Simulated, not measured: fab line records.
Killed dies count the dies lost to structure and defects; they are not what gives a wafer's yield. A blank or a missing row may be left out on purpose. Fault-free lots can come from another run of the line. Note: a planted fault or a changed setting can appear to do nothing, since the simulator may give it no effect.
Split-lot trial    flow sfq_line    15 wafers read across 5 lots, on a route 325 steps long

THE SPLIT ITSELF
At SFQ_TRILAYER_M3_BARC_OPEN_METAL_ETCH_100 (etches BARC in O2, target depth 125 nm, time 41.7 s), the setting time_s was moved away from the recipe's 41.7 s on 5 of the 15 wafers read, by -40.8% to +52.5%. For the rest of the wafers, this setting stayed at what the recipe calls for.

Between the split and the reading, the file records no step.

THE READING
KrF_of_TRILAYER_M3_LITHO_COAT_075.thk_nm (the simulator's own value, which no gauge read), in nm, at SFQ_TRILAYER_M3_ETCH_METAL_ETCH_078 (etches Nb in Cl2/Ar, stops on SiO2, target depth 240 nm, time 120 s). The file does not state a usual value for it. Here, 10 wafers ran the recipe; their average is 382.6 nm with a standard deviation of 6 nm.

wafer   tool, chamber at the split  time_s as run, s  against the recipe  KrF_of_TRILAYER_M3_LITHO_COAT_075.thk_nm, nm  against lot-mates on the recipe
L074.1  rie_metal-02, 1             41.7              recipe              376.1                                         -
L074.4  rie_metal-02, 1             41.7              recipe              376.2                                         -
L074.5  rie_metal-02, 1             41.7              recipe              375.3                                         -
L077.1  rie_metal-01, 1             55.67             +33.5%              372.2                                         -15.5
L077.2  rie_metal-01, 0             55.67             +33.5%              363                                           -24.7
L077.4  rie_metal-01, 1             41.7              recipe              387.7                                         -
L078.1  rie_metal-01, 0             41.7              recipe              384.7                                         -
L078.2  rie_metal-01, 1             62.92             +50.9%              366                                           -21.9
L078.3  rie_metal-01, 1             41.7              recipe              391.1                                         -
L081.1  rie_metal-02, 0             41.7              recipe              379.1                                         -
L081.3  rie_metal-02, 0             63.6              +52.5%              348.6                                         -29.9
L081.5  rie_metal-02, 0             41.7              recipe              378                                           -
L082.3  rie_metal-01, 0             24.68             -40.8%              400.2                                         +11.1
L082.4  rie_metal-01, 1             41.7              recipe              389.2                                         -
L082.6  rie_metal-01, 1             41.7              recipe              389.1                                         -

FIT RESULTS
A straight line over all 15 wafers: KrF_of_TRILAYER_M3_LITHO_COAT_075.thk_nm changes by -0.469 nm for each +1% of time_s; r = -0.88; the points scatter about the line by 6.5 nm.
The same after taking each lot's own level away (the mean of its wafers on the recipe; 15 wafers): -0.465 nm for each +1%; r = -0.95; scatter 3.6 nm.
The reading moves by 24 nm for the largest change in time_s, on that fit.
From 375.87 to 389.15 nm: that is the span of the lots' own levels, equal to 2.2 times the standard deviation above.
The two slopes are in agreement: the lot-to-lot level therefore moves the slope only a little.
Check: -24 nm against its lot-mates is what the line predicts for one of the wafers moved furthest among these (+52.5%) when that wafer is left out of the fit. Against them it came out at -29.9 nm.
Tool readings at the split's step, against how far the setting was moved: oes_product_au r = -0.78.

OTHER SPLITS ON THESE WAFERS
These wafers also went through other splits before the reading. Each is held against what the fit with the lots' levels taken away leaves over:
other split on the same wafers                   wafers away from the commonest value  r with KrF_of_TRILAYER_M3_LITHO_COAT_075.thk_nm (lot level and that fit taken away)
SFQ_TRILAYER_L0_BARC_OPEN_METAL_ETCH_010 time_s  4                                     -0.22
SFQ_TRILAYER_M0_DEP_SPUTTER_019 time_s           3                                     -0.20
SFQ_TRILAYER_M1_ETCH_METAL_ETCH_042 time_s       6                                     +0.22
SFQ_TRILAYER_M2_BARC_OPEN_METAL_ETCH_077 time_s  4                                     +0.09
SFQ_TRILAYER_M3_DEP_SPUTTER_073 time_s           0                                     -

THE WHOLE CHAIN: every reading that the file lists as answering this split, in the file's order
step                                      what it does                                                         reading                                                                                    change (the file's fit)                                                               r (the file's)
SFQ_TRILAYER_M3_BARC_OPEN_METAL_ETCH_100  etches BARC in O2, target depth 125 nm, time 41.7 s                  oes_product_au                                                                             not straight: 0.898 at the lowest setting, 0.686 at the recipe, 0.643 at the highest  not given
SFQ_TRILAYER_M3_BARC_OPEN_METAL_ETCH_100  etches BARC in O2, target depth 125 nm, time 41.7 s                  KrF_of_TRILAYER_M3_LITHO_COAT_075.thk_nm (the simulator's own value, which no gauge read)  -0.501 nm for each +1% of the setting                                                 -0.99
SFQ_TRILAYER_M3_ETCH_METAL_ETCH_078       etches Nb in Cl2/Ar, stops on SiO2, target depth 240 nm, time 120 s  KrF_of_TRILAYER_M3_LITHO_COAT_075.thk_nm (the simulator's own value, which no gauge read)  -0.468 nm for each +1% of the setting                                                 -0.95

FILE'S OWN FIT
KrF_of_TRILAYER_M3_LITHO_COAT_075.thk_nm changes by -0.468 nm for each +1% of time_s, r = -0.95.
